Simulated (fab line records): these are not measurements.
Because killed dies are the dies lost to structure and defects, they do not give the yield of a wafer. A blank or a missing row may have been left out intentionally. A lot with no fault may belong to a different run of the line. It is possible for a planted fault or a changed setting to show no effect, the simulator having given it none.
Chamber matching    flow gf180mcu    GF_STI_CMP_25 on cmp-02: 4 sister chambers
The step polishes, stops on Si3N4, t overpolish 31.66 s, target thk 524.6 nm. 4 wafers are shown with their chamber, then 9 later ones without.

WAFERS WITH THEIR CHAMBER
wafer   chamber  motorCurrentA (A)
L275.4  1        14.1
L276.3  0        12.2
L279.1  2        13.3
L279.2  3        12.6

WAFERS MISSING THEIR CHAMBER
wafer   motorCurrentA (A)
L279.6  13.1
L282.1  12.8
L282.2  13.0
L282.5  13.4
L284.2  13.6
L284.6  13.0
L286.1  12.5
L286.3  13.4
L286.4  11.9

WHICH CHAMBER EACH WENT THROUGH
wafer   from the rows above           in truth
L279.6  can't be placed: 2 or 3       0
L282.1  can't be placed: 3 or 2 or 0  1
L282.2  can't be placed: 2 or 3       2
L282.5  2                             2
L284.2  can't be placed: 2 or 1       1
L284.6  can't be placed: 2 or 3       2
L286.1  can't be placed: 3 or 0       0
L286.3  2                             2
L286.4  can't be placed: 0 or 3       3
2 of 9 placed correctly. Unplaceable from these rows: 7, with the true chamber sitting among the candidates in 5. Wrongly placed: 0.
How it was worked out, from the rows above alone: a wafer's distance from a chamber is the root of the sum, over the readings, of the square of ((its reading less the chamber's mean) divided by the reading's scatter). If the next closest chamber is less than 2 further off than the closest, the wafer can't be placed; otherwise it belongs to the closest. The mean given for a chamber averages the wafers shown for that chamber. The scatter: with one shown wafer a chamber, the root of the mean of the squares of how far each hidden wafer lies from its nearest shown one.
